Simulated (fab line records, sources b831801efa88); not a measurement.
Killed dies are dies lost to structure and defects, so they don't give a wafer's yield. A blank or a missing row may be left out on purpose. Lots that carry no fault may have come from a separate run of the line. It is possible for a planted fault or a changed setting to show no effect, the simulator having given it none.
fab line records | flow gf180mcu | part 1 of 2: steps 1 to 26 of 36
record lots=5 | wafers=15 | lastDay=34
route steps=602 shown NSD@243 PSD@248 SAB@264 SALICIDE@278
lots that met no fault: from a run of the same line without faults
startH: hours from the record's opening day to when the first of the lot's shown wafers began | waitH: how many hours have passed since the lot's step before this one | " unchanged from the row above | L1.1+2: a row that stands for several wafers | - either no value or no given start | * or withheld: withheld | < > ~ a bound
route shown NAME@n: a module of which the file shows steps, and the number in the route of the first | usual: mean and standard deviation over wafers with no fault | same: alike in all rows | chamber/n: place in a boat | sites: per-site readings | _std_site: the values' standard deviation | _edge_site: outer sites' mean less inner sites' | radiusMm: how far each site lies from the wafer's centre | mask NAME#n: copy n | behind: the tool/chamber that last shaped the wafer | hold: reason for holding the lot/hours on hold/outcome of the hold | device: transistor that didn't switch, given as n, p or np | end of line: the same wafers' tests at the end of the route | a step without rows: its recipe alone | killed: count of dies lost to structure and defects at first sort (not the wafer's yield) | map: per-die view of a wafer (x killed, . not killed, _ where there is no die)
set.NAME: the run value of the setting; set.NAME@STEP: its run value at that earlier step | model.NAME: the simulator's own value behind a step, which no gauge read
lots seen at some steps along the route; tables by step, rows by wafer
services: when a tool's chamber went out of use (startH, in hours from the record's first day, below 0 if earlier), for how many hours, and the reason
## steps
# step GF_NSD_OVL_MEAS_08
# usual NSD_OVL=-0.8/1.3
lot.wafer | tool       | chamber | startH | waitH | NSD_OVL[nm]
L078.2    | overlay-02 | -       | 328.57 | 0.1   | -1.0
L078.3    | "          | -       | "      | "     | -2.1
L078.5    | "          | -       | "      | "     | 0.3
L081.1    | overlay-02 | -       | 349.92 | 0.1   | -2.3
L081.3    | "          | -       | "      | "     | -2.0
L081.4    | "          | -       | "      | "     | 0.0
L085.1    | overlay-02 | -       | 385.41 | 0.1   | -2.5
L085.3    | "          | -       | "      | "     | -0.9
L085.5    | "          | -       | "      | "     | -1.8
L092.1    | overlay-01 | -       | 446.26 | 0.1   | -2.2
L092.4    | "          | -       | "      | "     | -2.1
L092.5    | "          | -       | "      | "     | -0.2
L097.2    | overlay-01 | -       | 491.27 | 0.1   | -0.3
L097.3    | "          | -       | "      | "     | 0.5
L097.4    | "          | -       | "      | "     | 1.5
# step GF_NSD_IMPLANT_09
# recipe species=As | energyKev=60 | doseCm2=4e+15 | tiltDeg=7
# usual tiltDeg=7.002/0.021
lot.wafer | tool         | chamber | startH | waitH | tiltDeg
L078.2    | implanter-02 | 0       | 328.62 | 0.0   | 6.971
L078.3    | "            | 0       | "      | "     | 6.994
L078.5    | "            | 0       | "      | "     | 6.980
L081.1    | implanter-02 | 0       | 349.95 | 0.0   | 7.025
L081.3    | "            | 0       | "      | "     | 7.003
L081.4    | "            | 0       | "      | "     | 7.025
L085.1    | implanter-02 | 0       | 385.45 | 0.0   | 6.978
L085.3    | "            | 0       | "      | "     | 7.003
L085.5    | "            | 0       | "      | "     | 7.000
L092.1    | implanter-02 | 0       | 446.30 | 0.0   | 6.991
L092.4    | "            | 0       | "      | "     | 6.991
L092.5    | "            | 0       | "      | "     | 6.968
L097.2    | implanter-03 | 0       | 491.32 | 0.0   | 6.973
L097.3    | "            | 0       | "      | "     | 6.994
L097.4    | "            | 0       | "      | "     | 7.032
# step GF_NSD_IMPLANT_10
# recipe species=P | energyKev=40 | doseCm2=5e+14 | tiltDeg=7
# usual tiltDeg=7.002/0.022
lot.wafer | tool         | chamber | startH | waitH | tiltDeg
L078.2    | implanter-02 | 0       | 328.77 | 0.1   | 6.957
L078.3    | "            | 0       | "      | "     | 7.000
L078.5    | "            | 0       | "      | "     | 6.970
L081.1    | implanter-02 | 0       | 350.10 | 0.1   | 6.992
L081.3    | "            | 0       | "      | "     | 6.984
L081.4    | "            | 0       | "      | "     | 6.977
L085.1    | implanter-02 | 0       | 385.60 | 0.1   | 6.980
L085.3    | "            | 0       | "      | "     | 7.017
L085.5    | "            | 0       | "      | "     | 7.008
L092.1    | implanter-02 | 0       | 446.45 | 0.1   | 6.978
L092.4    | "            | 0       | "      | "     | 6.967
L092.5    | "            | 0       | "      | "     | 6.962
L097.2    | implanter-03 | 0       | 491.47 | 0.1   | 6.993
L097.3    | "            | 0       | "      | "     | 6.975
L097.4    | "            | 0       | "      | "     | 7.018
# step GF_NSD_STRIP_11
# recipe chemistry=O2/N2 | powerW=1400 | pressureMtorr=1500 | platenTempC=250 | o2FlowSccm=3000 | n2FlowSccm=300 | overashFraction=0.5
# usual drypumpMotorCurrentA=5.71/0.25 | heaterPowerW=328/36 | oesProductAu=0.487/0.0046 | stripTimeToEndpointS=22.96/0.036
lot.wafer | tool           | chamber | startH | waitH | drypumpMotorCurrentA | heaterPowerW | oesProductAu | rfHoursCounterH | stripTimeToEndpointS
L078.2    | plasmaAsher-02 | 0       | 328.90 | 0.1   | 5.70                 | 275          | 0.487        | 19              | 22.96
L078.3    | "              | 0       | "      | "     | 5.70                 | 273          | 0.489        | -               | 23.00
L078.5    | "              | 1       | "      | "     | 5.68                 | 321          | 0.487        | -               | 22.98
L081.1    | plasmaAsher-01 | 1       | 350.25 | 0.1   | 5.73                 | 355          | 0.479        | 71              | 22.89
L081.3    | "              | 1       | "      | "     | 5.77                 | 355          | 0.488        | -               | 22.92
L081.4    | "              | 0       | "      | "     | 5.57                 | 365          | 0.492        | -               | 22.88
L085.1    | plasmaAsher-01 | 1       | 385.75 | 0.1   | 5.70                 | 364          | 0.481        | 75              | 23.03
L085.3    | "              | 0       | "      | "     | 5.59                 | 353          | 0.481        | -               | 22.97
L085.5    | "              | 0       | "      | "     | 5.59                 | 360          | 0.487        | -               | 23.01
L092.1    | plasmaAsher-02 | 1       | 446.60 | 0.1   | 5.69                 | 325          | 0.482        | 30              | 22.93
L092.4    | "              | 1       | "      | "     | 5.66                 | 321          | 0.478        | -               | 22.96
L092.5    | "              | 1       | "      | "     | 5.70                 | 316          | 0.483        | -               | 22.92
L097.2    | plasmaAsher-04 | 1       | 491.60 | 0.1   | 6.30                 | 284          | 0.485        | 88              | 23.00
L097.3    | "              | 0       | "      | "     | 5.31                 | 359          | 0.481        | -               | 23.05
L097.4    | "              | 1       | "      | "     | 6.32                 | 282          | 0.486        | -               | 23.05
# step GF_NSD_TW_MEAS_12
# usual NSD_TW=4233/28
lot.wafer | tool         | chamber | startH | waitH | NSD_TW
L078.2    | filmMetro-02 | -       | 329.01 | 0.1   | 4232
L078.3    | "            | -       | "      | "     | 4177
L078.5    | "            | -       | "      | "     | 4200
L081.1    | filmMetro-02 | -       | 350.35 | 0.1   | 4203
L081.3    | "            | -       | "      | "     | 4213
L081.4    | "            | -       | "      | "     | 4211
L085.1    | filmMetro-01 | -       | 385.85 | 0.1   | 4262
L085.3    | "            | -       | "      | "     | 4274
L085.5    | "            | -       | "      | "     | 4279
L092.1    | filmMetro-02 | -       | 446.70 | 0.1   | 4200
L092.4    | "            | -       | "      | "     | 4223
L092.5    | "            | -       | "      | "     | 4190
L097.2    | filmMetro-02 | -       | 491.80 | 0.2   | 4202
L097.3    | "            | -       | "      | "     | 4235
L097.4    | "            | -       | "      | "     | 4236
# step GF_PSD_DEHYDRATE_00
# recipe tempC=200 | timeS=60
# usual chillPlateTempC=23.01/0.1
lot.wafer | tool          | chamber | startH | waitH | chillPlateTempC
L078.2    | lithoTrack-03 | 0       | 339.52 | 10.5  | 23.08
L078.3    | "             | 0       | "      | "     | 23.15
L078.5    | "             | 0       | "      | "     | 23.20
L081.1    | lithoTrack-01 | 0       | 360.80 | 10.4  | 22.93
L081.3    | "             | 0       | "      | "     | 22.98
L081.4    | "             | 0       | "      | "     | 22.89
L085.1    | lithoTrack-04 | 0       | 397.08 | 11.2  | 22.83
L085.3    | "             | 0       | "      | "     | 23.01
L085.5    | "             | 0       | "      | "     | 22.82
L092.1    | lithoTrack-03 | 0       | 458.29 | 11.6  | 22.98
L092.4    | "             | 0       | "      | "     | 23.02
L092.5    | "             | 0       | "      | "     | 23.11
L097.2    | lithoTrack-04 | 0       | 502.80 | 11.0  | 23.15
L097.3    | "             | 0       | "      | "     | 23.04
L097.4    | "             | 0       | "      | "     | 23.02
# step GF_PSD_HMDS_01
# recipe primeTimeS=60 | primeTempC=120
# usual chillPlateTempC=23.01/0.1
lot.wafer | tool          | chamber | startH | waitH | chillPlateTempC
L078.2    | lithoTrack-03 | 0       | 339.67 | 0.1   | 22.97
L078.3    | "             | 0       | "      | "     | 22.89
L078.5    | "             | 0       | "      | "     | 22.94
L081.1    | lithoTrack-01 | 0       | 360.95 | 0.1   | 22.89
L081.3    | "             | 0       | "      | "     | 22.93
L081.4    | "             | 0       | "      | "     | 23.10
L085.1    | lithoTrack-04 | 0       | 397.23 | 0.1   | 23.10
L085.3    | "             | 0       | "      | "     | 22.90
L085.5    | "             | 0       | "      | "     | 22.97
L092.1    | lithoTrack-03 | 0       | 458.44 | 0.1   | 22.90
L092.4    | "             | 0       | "      | "     | 23.01
L092.5    | "             | 0       | "      | "     | 23.01
L097.2    | lithoTrack-04 | 0       | 502.95 | 0.1   | 23.18
L097.3    | "             | 0       | "      | "     | 23.02
L097.4    | "             | 0       | "      | "     | 23.05
# step GF_PSD_COAT_02
# recipe resist=NOVOLAK | spinRpm=3000 | resistThkNm=1000
# usual chillPlateTempC=23.00/0.1
lot.wafer | tool          | chamber | startH | waitH | chillPlateTempC
L078.2    | lithoTrack-03 | 0       | 339.82 | 0.1   | 22.91
L078.3    | "             | 0       | "      | "     | 22.93
L078.5    | "             | 0       | "      | "     | 22.92
L081.1    | lithoTrack-01 | 0       | 361.10 | 0.1   | 22.99
L081.3    | "             | 0       | "      | "     | 22.92
L081.4    | "             | 0       | "      | "     | 23.01
L085.1    | lithoTrack-04 | 0       | 397.38 | 0.1   | 23.09
L085.3    | "             | 0       | "      | "     | 23.07
L085.5    | "             | 0       | "      | "     | 23.13
L092.1    | lithoTrack-03 | 0       | 458.59 | 0.1   | 23.02
L092.4    | "             | 0       | "      | "     | 23.06
L092.5    | "             | 0       | "      | "     | 23.01
L097.2    | lithoTrack-04 | 0       | 503.10 | 0.1   | 23.20
L097.3    | "             | 0       | "      | "     | 22.96
L097.4    | "             | 0       | "      | "     | 23.16
# step GF_PSD_SOFTBAKE_03
# recipe tempC=90 | timeS=60 | resist=NOVOLAK
# usual chillPlateTempC=23.02/0.097
lot.wafer | tool          | chamber | startH | waitH | chillPlateTempC
L078.2    | lithoTrack-03 | 0       | 339.97 | 0.1   | 22.96
L078.3    | "             | 0       | "      | "     | 22.88
L078.5    | "             | 0       | "      | "     | 23.06
L081.1    | lithoTrack-01 | 0       | 361.25 | 0.1   | 23.09
L081.3    | "             | 0       | "      | "     | 23.11
L081.4    | "             | 0       | "      | "     | 22.96
L085.1    | lithoTrack-04 | 0       | 397.53 | 0.1   | 23.04
L085.3    | "             | 0       | "      | "     | 22.93
L085.5    | "             | 0       | "      | "     | 22.87
L092.1    | lithoTrack-03 | 0       | 458.74 | 0.1   | 23.14
L092.4    | "             | 0       | "      | "     | 23.12
L092.5    | "             | 0       | "      | "     | 23.17
L097.2    | lithoTrack-04 | 0       | 503.25 | 0.1   | 23.12
L097.3    | "             | 0       | "      | "     | 23.15
L097.4    | "             | 0       | "      | "     | 23.20
# step GF_PSD_EXPOSE_04
# recipe maskId=Pplus | targetCdNm=400 | na=0.6 | sourceShape=conventional | sigmaOuter=0.6 | doseMj=140
lot.wafer  | tool            | chamber | startH | waitH | mask
L078.2+3+5 | ilineStepper-01 | 0       | -      | -     | Pplus#0
L081.1+3+4 | ilineStepper-02 | 0       | -      | -     | Pplus#0
L085.1+3+5 | ilineStepper-01 | 0       | -      | -     | Pplus#0
L092.1+4+5 | ilineStepper-02 | 0       | -      | -     | Pplus#0
L097.2+3+4 | ilineStepper-02 | 0       | -      | -     | Pplus#0
# step GF_PSD_PEB_05
# recipe tempC=withheld | timeS=* | resist=NOVOLAK
# usual chillPlateTempC=*
lot.wafer | tool          | chamber | startH | waitH | chillPlateTempC
L078.2    | lithoTrack-03 | 0       | -      | -     | *
L078.3    | "             | 0       | "      | "     | *
L078.5    | "             | 0       | "      | "     | *
L081.1    | lithoTrack-03 | 0       | -      | -     | *
L081.3    | "             | 0       | "      | "     | *
L081.4    | "             | 0       | "      | "     | *
L085.1    | lithoTrack-03 | 0       | -      | -     | *
L085.3    | "             | 0       | "      | "     | *
L085.5    | "             | 0       | "      | "     | *
L092.1    | lithoTrack-04 | 0       | -      | -     | *
L092.4    | "             | 0       | "      | "     | *
L092.5    | "             | 0       | "      | "     | *
L097.2    | lithoTrack-01 | 0       | -      | -     | *
L097.3    | "             | 0       | "      | "     | *
L097.4    | "             | 0       | "      | "     | *
# step GF_PSD_DEVELOP_06
# recipe developTimeS=60 | devTempC=23
# usual chillPlateTempC=23.02/0.11 | developerTempC=22.99/0.11
lot.wafer | tool          | chamber | startH | waitH | chillPlateTempC | developerTempC
L078.2    | lithoTrack-03 | 0       | 350.77 | 0.1   | 23.08           | 23.01
L078.3    | "             | 0       | "      | "     | 23.07           | 23.17
L078.5    | "             | 0       | "      | "     | 22.93           | 23.06
L081.1    | lithoTrack-03 | 0       | 372.64 | 0.1   | 22.97           | 22.88
L081.3    | "             | 0       | "      | "     | 22.86           | 22.80
L081.4    | "             | 0       | "      | "     | 22.89           | 22.80
L085.1    | lithoTrack-03 | 0       | 409.19 | 0.1   | 22.84           | 23.00
L085.3    | "             | 0       | "      | "     | 22.89           | 22.84
L085.5    | "             | 0       | "      | "     | 22.91           | 22.79
L092.1    | lithoTrack-04 | 0       | 470.88 | 0.1   | 23.06           | 22.85
L092.4    | "             | 0       | "      | "     | 23.10           | 23.00
L092.5    | "             | 0       | "      | "     | 23.23           | 22.99
L097.2    | lithoTrack-01 | 0       | 514.82 | 0.1   | 23.02           | 22.90
L097.3    | "             | 0       | "      | "     | 23.12           | 22.95
L097.4    | "             | 0       | "      | "     | 23.07           | 22.92
# step GF_PSD_CD_MEAS_07
# recipe targetCdNm=400
# usual cdNm=399.4/2.1
lot.wafer | tool     | chamber | startH | waitH | cdNm
L078.2    | cdSem-02 | -       | 350.91 | 0.1   | 400.7
L078.3    | "        | -       | "      | "     | 402.5
L078.5    | "        | -       | "      | "     | 400.4
L081.1    | cdSem-02 | -       | 372.79 | 0.1   | 398.3
L081.3    | "        | -       | "      | "     | 401.0
L081.4    | "        | -       | "      | "     | 397.0
L085.1    | cdSem-01 | -       | 409.34 | 0.1   | 402.1
L085.3    | "        | -       | "      | "     | 397.0
L085.5    | "        | -       | "      | "     | 397.1
L092.1    | cdSem-01 | -       | 471.03 | 0.1   | 403.5
L092.4    | "        | -       | "      | "     | 406.2
L092.5    | "        | -       | "      | "     | 406.1
L097.2    | cdSem-01 | -       | 514.97 | 0.1   | 400.4
L097.3    | "        | -       | "      | "     | 401.6
L097.4    | "        | -       | "      | "     | 399.5
# step GF_PSD_OVL_MEAS_08
# usual PSD_OVL=-0.2/1.3
lot.wafer | tool       | chamber | startH | waitH | PSD_OVL[nm]
L078.2    | overlay-01 | -       | 351.02 | 0.1   | -0.3
L078.3    | "          | -       | "      | "     | 0.4
L078.5    | "          | -       | "      | "     | -0.3
L081.1    | overlay-02 | -       | 372.91 | 0.1   | -0.4
L081.3    | "          | -       | "      | "     | -0.6
L081.4    | "          | -       | "      | "     | -0.8
L085.1    | overlay-01 | -       | 409.46 | 0.1   | -0.6
L085.3    | "          | -       | "      | "     | -0.7
L085.5    | "          | -       | "      | "     | -0.5
L092.1    | overlay-02 | -       | 471.15 | 0.1   | 0.2
L092.4    | "          | -       | "      | "     | 1.0
L092.5    | "          | -       | "      | "     | -0.5
L097.2    | overlay-02 | -       | 515.07 | 0.1   | 0.1
L097.3    | "          | -       | "      | "     | -0.8
L097.4    | "          | -       | "      | "     | 0.6
# step GF_PSD_IMPLANT_09
# recipe species=BF2 | energyKev=40 | doseCm2=1.5e+15 | tiltDeg=7
# usual tiltDeg=6.997/0.02
lot.wafer | tool         | chamber | startH | waitH | tiltDeg
L078.2    | implanter-02 | 0       | 351.07 | 0.0   | 6.994
L078.3    | "            | 0       | "      | "     | 7.011
L078.5    | "            | 0       | "      | "     | 7.017
L081.1    | implanter-03 | 0       | 372.95 | 0.0   | 7.009
L081.3    | "            | 0       | "      | "     | 7.006
L081.4    | "            | 0       | "      | "     | 7.008
L085.1    | implanter-04 | 0       | 409.50 | 0.0   | 7.001
L085.3    | "            | 0       | "      | "     | 7.005
L085.5    | "            | 0       | "      | "     | 7.011
L092.1    | implanter-03 | 0       | 471.18 | 0.0   | 6.974
L092.4    | "            | 0       | "      | "     | 6.967
L092.5    | "            | 0       | "      | "     | 6.971
L097.2    | implanter-02 | 0       | 515.13 | 0.0   | 6.971
L097.3    | "            | 0       | "      | "     | 7.012
L097.4    | "            | 0       | "      | "     | 7.014
# step GF_PSD_STRIP_10
# recipe chemistry=O2/N2 | powerW=1400 | pressureMtorr=1500 | platenTempC=250 | o2FlowSccm=3000 | n2FlowSccm=300 | overashFraction=0.5
# usual drypumpMotorCurrentA=5.5/0.45 | heaterPowerW=306/29 | oesProductAu=0.592/0.0045 | stripTimeToEndpointS=16.52/0.036
lot.wafer | tool           | chamber | startH | waitH | drypumpMotorCurrentA | heaterPowerW | oesProductAu | rfHoursCounterH | stripTimeToEndpointS
L078.2    | plasmaAsher-02 | 1       | 351.20 | 0.1   | 5.7                  | 325          | 0.588        | 21              | 16.49
L078.3    | "              | 1       | "      | "     | 5.7                  | 330          | 0.600        | -               | 16.56
L078.5    | "              | 1       | "      | "     | 5.7                  | 322          | 0.598        | -               | 16.51
L081.1    | plasmaAsher-02 | 1       | 373.10 | 0.1   | 5.6                  | 332          | 0.590        | 23              | 16.44
L081.3    | "              | 0       | "      | "     | 5.7                  | 282          | 0.589        | -               | 16.48
L081.4    | "              | 1       | "      | "     | 5.7                  | 326          | 0.585        | -               | 16.47
L085.1    | plasmaAsher-02 | 1       | 409.65 | 0.1   | 5.6                  | 327          | 0.591        | 27              | 16.54
L085.3    | "              | 1       | "      | "     | 5.7                  | 320          | 0.599        | -               | 16.53
L085.5    | "              | 0       | "      | "     | 5.7                  | 277          | 0.595        | -               | 16.56
L092.1    | plasmaAsher-02 | 0       | 471.33 | 0.1   | 5.7                  | 275          | 0.587        | 33              | 16.53
L092.4    | "              | 0       | "      | "     | 5.7                  | 281          | 0.601        | -               | 16.54
L092.5    | "              | 0       | "      | "     | 5.7                  | 282          | 0.585        | -               | 16.54
L097.2    | plasmaAsher-04 | 1       | 515.25 | 0.1   | 6.3                  | 283          | 0.595        | 91              | 16.58
L097.3    | "              | 0       | "      | "     | 5.3                  | 366          | 0.593        | -               | 16.58
L097.4    | "              | 1       | "      | "     | 6.4                  | 284          | 0.594        | -               | 16.55
# step GF_PSD_TW_MEAS_11
# usual PSD_TW=3163/19
lot.wafer | tool         | chamber | startH | waitH | PSD_TW
L078.2    | filmMetro-02 | -       | 351.31 | 0.1   | 3168
L078.3    | "            | -       | "      | "     | 3144
L078.5    | "            | -       | "      | "     | 3142
L081.1    | filmMetro-02 | -       | 373.20 | 0.1   | 3138
L081.3    | "            | -       | "      | "     | 3157
L081.4    | "            | -       | "      | "     | 3148
L085.1    | filmMetro-01 | -       | 409.75 | 0.1   | 3208
L085.3    | "            | -       | "      | "     | 3201
L085.5    | "            | -       | "      | "     | 3194
L092.1    | filmMetro-02 | -       | 471.43 | 0.1   | 3150
L092.4    | "            | -       | "      | "     | 3165
L092.5    | "            | -       | "      | "     | 3177
L097.2    | filmMetro-02 | -       | 515.36 | 0.1   | 3148
L097.3    | "            | -       | "      | "     | 3142
L097.4    | "            | -       | "      | "     | 3136
# step GF_PSD_CLEAN_12
# recipe chemistry=SC1/SC2 | mix=1:4:20 | tempC=70 | timeS=150 | dry=n2Spin
lot.wafer  | tool        | chamber | startH | waitH
L078.2+3+5 | wetBench-01 | 0       | 351.36 | 0.0
L081.1+3+4 | wetBench-01 | 1       | 373.26 | 0.1
L085.1+3+5 | wetBench-02 | 1       | 409.81 | 0.1
L092.1+4+5 | wetBench-01 | 3       | 471.49 | 0.1
L097.2+3+4 | wetBench-02 | 2       | 515.41 | 0.0
# step GF_PSD_RTA_13
# recipe tempC=1025 | timeS=20 | ambient=N2
# usual chamberO2Ppm=1.999/0.019 | lampPowerPct=28.0/2 | wafer_temp_C_max=1029.2/0.89
lot.wafer | tool         | chamber | startH | waitH | chamberO2Ppm | lampPowerPct | wafer_temp_C_max
L078.2    | rtpAnneal-02 | 0       | 351.43 | 0.0   | 1.989        | 30.1         | 1029.7
L078.3    | "            | 0       | "      | "     | 1.997        | 30.0         | 1028.9
L078.5    | "            | 0       | "      | "     | 1.991        | 30.0         | 1029.3
L081.1    | rtpAnneal-01 | 0       | 373.31 | 0.0   | 1.959        | 26.0         | 1032.2
L081.3    | "            | 0       | "      | "     | 2.007        | 26.0         | 1031.8
L081.4    | "            | 0       | "      | "     | 1.973        | 25.9         | 1030.0
L085.1    | rtpAnneal-01 | 0       | 409.86 | 0.0   | 2.038        | 25.9         | 1029.5
L085.3    | "            | 0       | "      | "     | 2.011        | 26.0         | 1029.1
L085.5    | "            | 0       | "      | "     | 1.993        | 26.0         | 1029.6
L092.1    | rtpAnneal-02 | 0       | 471.54 | 0.0   | 2.006        | 30.0         | 1028.0
L092.4    | "            | 0       | "      | "     | 2.028        | 30.0         | 1027.7
L092.5    | "            | 0       | "      | "     | 1.980        | 30.0         | 1028.6
L097.2    | rtpAnneal-01 | 0       | 515.48 | 0.0   | 2.049        | 26.0         | 1029.9
L097.3    | "            | 0       | "      | "     | 2.018        | 26.0         | 1029.9
L097.4    | "            | 0       | "      | "     | 2.005        | 25.9         | 1029.4
# step GF_PSD_RS_MEAS_14
# recipe thkMeasGauge=four-point-probe
# usual NSD_RS=46.12/0.089
lot.wafer | tool         | chamber | startH | waitH | NSD_RS[ohm/sq]
L078.2    | filmMetro-01 | -       | 351.52 | 0.1   | 46.19
L078.3    | "            | -       | "      | "     | 46.16
L078.5    | "            | -       | "      | "     | 46.10
L081.1    | filmMetro-01 | -       | 373.40 | 0.1   | 46.23
L081.3    | "            | -       | "      | "     | 46.10
L081.4    | "            | -       | "      | "     | 46.22
L085.1    | filmMetro-03 | -       | 409.94 | 0.1   | 45.95
L085.3    | "            | -       | "      | "     | 46.05
L085.5    | "            | -       | "      | "     | 46.06
L092.1    | filmMetro-01 | -       | 471.63 | 0.1   | 46.12
L092.4    | "            | -       | "      | "     | 46.14
L092.5    | "            | -       | "      | "     | 46.01
L097.2    | filmMetro-01 | -       | 515.57 | 0.1   | 46.07
L097.3    | "            | -       | "      | "     | 46.20
L097.4    | "            | -       | "      | "     | 46.17
# step GF_PSD_RS_MEAS_15
# recipe thkMeasGauge=four-point-probe
# usual PSD_RS=108.6/0.31
lot.wafer | tool         | chamber | startH | waitH | PSD_RS[ohm/sq]
L078.2    | filmMetro-01 | -       | 351.64 | 0.1   | 108.5
L078.3    | "            | -       | "      | "     | 108.4
L078.5    | "            | -       | "      | "     | 108.9
L081.1    | filmMetro-01 | -       | 373.52 | 0.1   | 108.9
L081.3    | "            | -       | "      | "     | 108.7
L081.4    | "            | -       | "      | "     | 109.1
L085.1    | filmMetro-03 | -       | 410.06 | 0.1   | 108.2
L085.3    | "            | -       | "      | "     | 108.2
L085.5    | "            | -       | "      | "     | 108.2
L092.1    | filmMetro-01 | -       | 471.75 | 0.1   | 108.5
L092.4    | "            | -       | "      | "     | 108.6
L092.5    | "            | -       | "      | "     | 107.8
L097.2    | filmMetro-01 | -       | 515.69 | 0.1   | 108.8
L097.3    | "            | -       | "      | "     | 108.9
L097.4    | "            | -       | "      | "     | 108.6
# step GF_SAB_CVD_00
# recipe material=SiO2 | targetThkNm=50 | precursor=TEOS | tempC=400 | timeS=4.9302 | rfW=600
# usual heaterPowerOuterW=425/73 | heaterPowerW=708/110
lot.wafer | tool     | chamber | startH | waitH | heaterPowerOuterW | heaterPowerW
L078.2    | pecvd-03 | 0       | 351.74 | 0.1   | 388               | 611
L078.3    | "        | 2       | "      | "     | 373               | 652
L078.5    | "        | 0       | "      | "     | 376               | 592
L081.1    | pecvd-01 | 0       | 373.64 | 0.1   | 501               | 857
L081.3    | "        | 1       | "      | "     | 382               | 615
L081.4    | "        | 1       | "      | "     | 384               | 615
L085.1    | pecvd-03 | 2       | 410.18 | 0.1   | 321               | 584
L085.3    | "        | 1       | "      | "     | 517               | 829
L085.5    | "        | 0       | "      | "     | 372               | 584
L092.1    | pecvd-01 | 0       | 471.87 | 0.1   | 486               | 847
L092.4    | "        | 2       | "      | "     | 534               | 826
L092.5    | "        | 0       | "      | "     | 381               | 655
L097.2    | pecvd-03 | 0       | 515.79 | 0.1   | 369               | 580
L097.3    | "        | 2       | "      | "     | 406               | 709
L097.4    | "        | 2       | "      | "     | 414               | 684
# step GF_SAB_THK_MEAS_01
# recipe reads=SiO2_of_SAB_CVD_00
# usual SAB_CVD_00_THK=50.1/0.64
lot.wafer | tool         | chamber | startH | waitH | SAB_CVD_00_THK[nm]
L078.2    | filmMetro-04 | -       | 351.77 | 0.0   | 48.8
L078.3    | "            | -       | "      | "     | 49.4
L078.5    | "            | -       | "      | "     | 49.3
L081.1    | filmMetro-02 | -       | 373.66 | 0.0   | 49.1
L081.3    | "            | -       | "      | "     | 49.9
L081.4    | "            | -       | "      | "     | 50.5
L085.1    | filmMetro-02 | -       | 410.20 | 0.0   | 49.5
L085.3    | "            | -       | "      | "     | 49.1
L085.5    | "            | -       | "      | "     | 49.8
L092.1    | filmMetro-02 | -       | 471.89 | 0.0   | 50.3
L092.4    | "            | -       | "      | "     | 50.6
L092.5    | "            | -       | "      | "     | 51.1
L097.2    | filmMetro-04 | -       | 515.82 | 0.0   | 49.7
L097.3    | "            | -       | "      | "     | 50.0
L097.4    | "            | -       | "      | "     | 50.8
# step GF_SAB_DEHYDRATE_02
# recipe tempC=200 | timeS=60
# usual chillPlateTempC=23.00/0.11
lot.wafer | tool          | chamber | startH | waitH | chillPlateTempC
L078.2    | lithoTrack-02 | 0       | 362.13 | 10.4  | 22.76
L078.3    | "             | 0       | "      | "     | 22.86
L078.5    | "             | 0       | "      | "     | 22.86
L081.1    | lithoTrack-02 | 0       | 384.51 | 10.8  | 23.04
L081.3    | "             | 0       | "      | "     | 23.01
L081.4    | "             | 0       | "      | "     | 23.13
L085.1    | lithoTrack-03 | 0       | 421.49 | 11.3  | 23.11
L085.3    | "             | 0       | "      | "     | 22.95
L085.5    | "             | 0       | "      | "     | 23.04
L092.1    | lithoTrack-04 | 0       | 483.38 | 11.5  | 23.01
L092.4    | "             | 0       | "      | "     | 23.02
L092.5    | "             | 0       | "      | "     | 23.03
L097.2    | lithoTrack-03 | 0       | 526.27 | 10.4  | 23.25
L097.3    | "             | 0       | "      | "     | 23.02
L097.4    | "             | 0       | "      | "     | 23.05
# step GF_SAB_HMDS_03
# recipe primeTimeS=60 | primeTempC=120
# usual chillPlateTempC=22.97/0.1
lot.wafer | tool          | chamber | startH | waitH | chillPlateTempC
L078.2    | lithoTrack-02 | 0       | 362.28 | 0.1   | 22.87
L078.3    | "             | 0       | "      | "     | 22.93
L078.5    | "             | 0       | "      | "     | 22.87
L081.1    | lithoTrack-02 | 0       | 384.66 | 0.1   | 23.04
L081.3    | "             | 0       | "      | "     | 23.06
L081.4    | "             | 0       | "      | "     | 23.01
L085.1    | lithoTrack-03 | 0       | 421.64 | 0.1   | 22.85
L085.3    | "             | 0       | "      | "     | 22.90
L085.5    | "             | 0       | "      | "     | 23.01
L092.1    | lithoTrack-04 | 0       | 483.53 | 0.1   | 22.89
L092.4    | "             | 0       | "      | "     | 22.98
L092.5    | "             | 0       | "      | "     | 22.96
L097.2    | lithoTrack-03 | 0       | 526.42 | 0.1   | 22.92
L097.3    | "             | 0       | "      | "     | 22.82
L097.4    | "             | 0       | "      | "     | 22.93
# step GF_SAB_COAT_04
# recipe resist=NOVOLAK | spinRpm=3000 | resistThkNm=1000
# usual chillPlateTempC=22.98/0.11
lot.wafer | tool          | chamber | startH | waitH | chillPlateTempC
L078.2    | lithoTrack-02 | 0       | 362.43 | 0.1   | 23.16
L078.3    | "             | 0       | "      | "     | 23.03
L078.5    | "             | 0       | "      | "     | 23.15
L081.1    | lithoTrack-02 | 0       | 384.81 | 0.1   | 22.96
L081.3    | "             | 0       | "      | "     | 22.95
L081.4    | "             | 0       | "      | "     | 23.21
L085.1    | lithoTrack-03 | 0       | 421.79 | 0.1   | 23.01
L085.3    | "             | 0       | "      | "     | 23.10
L085.5    | "             | 0       | "      | "     | 22.99
L092.1    | lithoTrack-04 | 0       | 483.68 | 0.1   | 22.90
L092.4    | "             | 0       | "      | "     | 22.84
L092.5    | "             | 0       | "      | "     | 22.84
L097.2    | lithoTrack-03 | 0       | 526.57 | 0.1   | 23.01
L097.3    | "             | 0       | "      | "     | 23.04
L097.4    | "             | 0       | "      | "     | 22.86
